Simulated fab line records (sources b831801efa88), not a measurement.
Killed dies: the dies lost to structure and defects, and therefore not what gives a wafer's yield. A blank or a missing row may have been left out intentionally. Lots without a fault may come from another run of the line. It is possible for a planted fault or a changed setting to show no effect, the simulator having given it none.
Problem report, 8D (eight disciplines) form, completed by code + flow sky130 + the parts of the form that need people (team, actions taken, sign-off) are left out

1. WHAT WENT WRONG
dose_ions_cm2 at SKY_LDD_LDN_IMPLANT_11 reads a mean of 1.2302e+13 on 6 wafers of 2 lots; wafers without a fault read 1.2502e+13 with a standard deviation of 1.5e+10. That is -13 standard deviations from the usual mean.
Seen first at day 26 23:50 on implanter-03, wafer L111.2. The record holds 39 wafers of 13 lots with a number at this step. The rule behind "out" and "out of limits": a value lying over 4 standard deviations away from the usual mean. The other wafers with a number count as sound.

2. WHAT IT IS AND WHAT IT IS NOT
| question                    | is                     | is not                                                                                             |
|-----------------------------|------------------------|----------------------------------------------------------------------------------------------------|
| which readings at this step | dose_ions_cm2          | -                                                                                                  |
| which lots                  | L111, L112             | L101, L102, L103, L104, L106, L114, L116, L117, L118, L121, L122                                   |
| which wafers of those lots  | all that have a number | -                                                                                                  |
| read on which tools         | implanter-03           | implanter-01, implanter-02                                                                         |
| when                        | from day 26 23:50      | up to then (15 sound wafers); but 18 sound wafers of L114, L116, L117, L118, L121, L122 came after |

3. SUSPECTS, AND WHAT RULES EACH OUT
Counting: a tool at any process step up to the reading remains a suspect when it ran all the lots that are out and ran no sound lot after the first of those.
- implanter-03 at SKY_LDD_LDN_IMPLANT_11: ruled out as a lasting fault. The sound lots L121 went through it after L111, its earliest lot that is out (day 26 23:50).
Left after counting: nothing in the record.

4. THE CAUSE (what the simulator had put in)
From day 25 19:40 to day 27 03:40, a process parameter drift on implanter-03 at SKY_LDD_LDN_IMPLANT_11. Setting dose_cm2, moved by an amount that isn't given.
Counting ruled it out, wrongly.

5. THE EFFECT CHAIN, in route order
One row per reading whose mean, taken over the struck wafers that have a number, lies over 3 standard deviations from the usual. Only readings for which the record gives a usual standard deviation are gone through. hours: the time from each lot's start at the first step in this table that gives one to its start at this step, as a median over the lots. sigmas: the change in usual standard deviations.
| hours | step                   | reading       | usual      | on struck wafers | change      | sigmas |
|-------|------------------------|---------------|------------|------------------|-------------|--------|
| 0     | SKY_LDD_LDN_IMPLANT_11 | dose_ions_cm2 | 1.2502e+13 | 1.2302e+13       | -1.9983e+11 | -13    |
Here are the process steps it includes:
- SKY_LDD_LDN_IMPLANT_11
Later measuring or inspecting steps at which every struck wafer that the step has a row for has a number for every such reading, and none has moved that far: SKY_POLY_CUT_OVL_MEAS_09.

6. HOW IT WOULD HAVE BEEN CAUGHT EARLIER
The fault began at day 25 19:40; the first out-of-limits reading in this record came at day 26 23:50, 28 hours later.
